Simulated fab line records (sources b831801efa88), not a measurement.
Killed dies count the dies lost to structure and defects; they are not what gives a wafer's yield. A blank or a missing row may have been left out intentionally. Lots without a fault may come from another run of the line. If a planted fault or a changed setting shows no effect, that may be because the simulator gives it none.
What tool caused it?	flow sky130	14 lots with 42 wafers sampled at 6 steps, on a route of 708 steps

WHAT THE GAUGES SHOWED, per wafer
SKY_POLY_GATE_THK_MEAS_01.
lot	measured	on	POLY_GATE_CVD_00_THK (nm)
L803	day 14 02:53	film metro-04	180.8 179.8 179.7
L804	day 14 04:34	film metro-04	179.4 180.3 179.4
L805	day 14 14:19	film metro-02	179.6 181.5 181.4
L807	day 15 03:29	film metro-01	181.7 182.2 180.1
L808	day 15 15:58	film metro-04	181.6 183.3 182.7
L809	day 16 01:40	film metro-04	178.7 180.8 180.0
L810	day 16 07:36	film metro-02	230.8 231.1 230.5 230.6 231.0 230.5
L812	day 17 04:59	film metro-02	231.0 230.6 230.1 230.7 230.9 230.0
L821	day 20 09:56	film metro-02	181.4 180.8 181.3
L820	day 20 16:09	film metro-04	179.1 179.4 179.4
L823	day 20 22:22	film metro-01	180.2 181.3 182.1
L824	day 21 10:40	film metro-04	181.3 181.4 180.5
L825	day 21 17:46	film metro-01	179.3 179.4 179.2
L826	day 22 03:01	film metro-02	181.7 181.9 181.9

SKY_CONTACT_CD_MEAS_14: target cd 170 nm.
lot	measured	on	cd nm (nm)
L803	day 31 13:41	cd sem-02	171.5 171.9 170.5
L804	day 31 20:16	cd sem-02	168.8 167.2 168.4
L805	day 32 00:43	cd sem-01	170.6 168.4 168.8
L807	day 33 00:44	cd sem-02	171.3 171.1 172.0
L808	day 33 04:02	cd sem-02	169.0 168.4 168.3
L809	day 33 18:59	cd sem-02	172.0 170.9 171.5
L821	day 37 10:53	cd sem-01	169.4 169.1 168.8
L820	day 37 14:57	cd sem-02	172.7 172.6 172.2
L823	day 37 19:47	cd sem-02	171.1 171.2 170.0
L824	day 38 06:56	cd sem-01	169.2 169.8 170.3
L825	day 38 12:47	cd sem-02	171.1 170.2 169.6
L826	day 38 19:55	cd sem-02	170.4 169.8 168.7

SKY_METAL1_RS_MEAS_05: measures by four-point-probe.
lot	measured	on	METAL1_ALCU_RS (ohm/sq)
L803	day 31 15:24	film metro-03	0.1274 0.1271 0.1270
L804	day 31 21:58	film metro-03	0.1275 0.1268 0.1269
L805	day 32 02:23	film metro-03	0.1273 0.1286 0.1286
L807	day 33 02:25	film metro-03	0.1277 0.1273 0.1296
L808	day 33 05:43	film metro-03	0.1249 0.1255 0.1253
L809	day 33 20:40	film metro-04	0.1266 0.1269 0.1276
L821	day 37 12:33	film metro-03	0.1274 0.1280 0.1263
L820	day 37 16:43	film metro-04	0.1277 0.1262 0.1266
L823	day 37 21:50	film metro-02	0.1261 0.1253 0.1256
L824	day 38 08:37	film metro-03	0.1247 0.1245 0.1241
L825	day 38 14:29	film metro-03	0.1278 0.1266 0.1274
L826	day 38 21:36	film metro-03	0.1267 0.1280 0.1271

TOOL THAT RAN EACH LOT (tool first, then ch and the chambers of the sampled wafers, then the start)
lot	SKY_POLY_GATE_CVD_00	SKY_POLY_GATE_ETCH_17	SKY_CONTACT_ETCH_18
L803	lpcvd-01 ch 0, day 14 01:40	rie si-02 ch 2,3, day 16 11:02	rie diel-03 ch 0,3, day 31 15:24 or earlier
L804	lpcvd-01 ch 0, day 14 03:21	rie si-02 ch 0,1,3, day 16 14:34	rie diel-04 ch 0,1,2, day 31 21:58 or earlier
L805	lpcvd-01 ch 0, day 14 13:06	rie si-01 ch 2,3, day 17 00:47	rie diel-02 ch 0,1,2, day 32 02:23 or earlier
L807	lpcvd-01 ch 0, day 15 02:17	rie si-02 ch 1,2,3, day 17 22:56	rie diel-02 ch 0,1,2, day 33 02:25 or earlier
L808	lpcvd-01 ch 1, day 15 14:46	rie si-01 ch 2,3, day 18 03:31	rie diel-03 ch 0,1,2, day 33 05:43 or earlier
L809	lpcvd-01 ch 0, day 15 23:52	rie si-01 ch 0,2,3, day 18 13:08	rie diel-02 ch 0,1,3, day 33 20:40 or earlier
L810	lpcvd-01 ch 0, day 16 05:48	rie si-01 ch 1,2,3, day 18 18:59	-
L812	lpcvd-01 ch 0, day 17 03:47	rie si-01 ch 0,1, day 19 20:50	-
L821	lpcvd-01 ch 1, day 20 08:43	rie si-02 ch 0,1,3, day 23 01:23	rie diel-02 ch 1,2, day 37 12:33 or earlier
L820	lpcvd-01 ch 0, day 20 14:19	rie si-01 ch 1,2,3, day 23 06:34	rie diel-02 ch 0,1,2, day 37 16:43 or earlier
L823	lpcvd-01 ch 0, day 20 21:10	rie si-01 ch 0,2, day 23 13:38	rie diel-02 ch 1,3, day 37 21:50 or earlier
L824	lpcvd-01 ch 0, day 21 09:28	rie si-02 ch 0,2,3, day 24 00:01	rie diel-03 ch 0,2,3, day 38 08:37 or earlier
L825	lpcvd-01 ch 1, day 21 16:32	rie si-01 ch 1,2,3, day 24 07:13	rie diel-04 ch 1,3, day 38 14:29 or earlier
L826	lpcvd-01 ch 1, day 22 01:49	rie si-02 ch 0,2, day 24 16:08	rie diel-03 ch 1,2,3, day 38 21:36 or earlier
- SKY_POLY_GATE_CVD_00: deposits poly-Si, target thk 180 nm, time 720 s.
- SKY_POLY_GATE_ETCH_17: etches poly-Si in HBr/Cl2, stops on SiO2, target depth 180 nm, time 70.5 s.
- SKY_CONTACT_ETCH_18: etches Si3N4 in CHF3/O2, stops on TiN, time 39 s, target depth 75 nm.

AS READ BY THE TOOLS THEMSELVES (means over the sampled wafers that have a number; for cases with no such wafer, the mark the record gives instead)
SKY_POLY_GATE_CVD_00.
lot	tool	pressure mtorr (mTorr)
L803	lpcvd-01	200.5
L804	lpcvd-01	200.1
L805	lpcvd-01	199.8
L807	lpcvd-01	200.3
L808	lpcvd-01	199.6
L809	lpcvd-01	199.5
L810	lpcvd-01	200.1
L812	lpcvd-01	199.7
L821	lpcvd-01	200.0
L820	lpcvd-01	200.1
L823	lpcvd-01	199.5
L824	lpcvd-01	200.9
L825	lpcvd-01	199.9
L826	lpcvd-01	199.7

SKY_POLY_GATE_ETCH_17.
lot	tool	chamber pressure mTorr (mTorr)	drypump motor current A (A)	oes product au (a.u.)	throttle valve pct (%)
L803	rie si-02	9.999	5.6	0.984	33.692
L804	rie si-02	10.004	5.4	0.989	33.678
L805	rie si-01	10.005	5.4	0.987	33.684
L807	rie si-02	9.997	5.6	0.988	33.685
L808	rie si-01	9.998	5.4	0.991	33.687
L809	rie si-01	9.991	5.6	0.991	33.695
L810	rie si-01	10.004	5.7	1.002	33.682
L812	rie si-01	9.990	6.0	1.011	33.684
L821	rie si-02	10.002	5.3	0.990	33.682
L820	rie si-01	9.994	5.6	0.983	33.682
L823	rie si-01	10.007	5.8	0.991	33.686
L824	rie si-02	9.995	5.7	0.989	33.677
L825	rie si-01	9.997	5.7	0.987	33.683
L826	rie si-02	10.002	6.1	0.987	33.684

SKY_CONTACT_ETCH_18.
lot	tool	chamber pressure mTorr (mTorr)	drypump motor current A (A)	oes product au (a.u.)	throttle valve pct (%)
L803	rie diel-03	40.00	5.8	0.853	8.805
L804	rie diel-04	39.96	6.3	0.856	8.794
L805	rie diel-02	39.99	6.0	0.853	8.786
L807	rie diel-02	39.99	6.0	0.858	8.793
L808	rie diel-03	40.00	5.9	0.858	8.787
L809	rie diel-02	39.96	5.7	0.859	8.789
L821	rie diel-02	39.99	5.9	0.854	8.790
L820	rie diel-02	40.04	6.0	0.860	8.793
L823	rie diel-02	40.03	5.4	0.865	8.799
L824	rie diel-03	40.01	5.7	0.858	8.788
L825	rie diel-04	39.98	5.7	0.861	8.795
L826	rie diel-03	40.00	5.9	0.851	8.787

THE ANSWER, worked out from the rows above alone
Rule: what is usual is taken from the lots themselves. Put in order of their means at a reading, lots are off if they are a third of the lots or fewer, leave a main group of 4 or more, and stand apart from it by a gap of 3 or more times the standard deviation of the main group's means; of several such gaps the widest counts. A main group whose means are all the same, to the digits that the tables above print for the reading, isn't used. A lot without any number at a reading at which 4 lots or more have one is off too. Any other lot the step has rows for is counted as sound. After the gauges, taken in route order, come the tools' own readings; for these a lot's mean is taken, as printed above. The first step at which some lot is off is used, and at that step the reading that is off furthest; a lot without a number counts as furthest.
Off: L810, L812, seen at SKY_POLY_GATE_THK_MEAS_01 (POLY_GATE_CVD_00_THK). The main group has a mean of 180.7 nm with a standard deviation of 0.99.
A tool fits if, at a process step before that reading, it ran every lot that is off, and no sound lot after the first of them. Not tried: the gauges at SKY_POLY_GATE_THK_MEAS_01; whatever is off there is also off at SKY_POLY_GATE_ETCH_17, on other tools, and gauge error can't account for it. None of those tried fits.

WHAT THE SIMULATOR HAD INSERTED
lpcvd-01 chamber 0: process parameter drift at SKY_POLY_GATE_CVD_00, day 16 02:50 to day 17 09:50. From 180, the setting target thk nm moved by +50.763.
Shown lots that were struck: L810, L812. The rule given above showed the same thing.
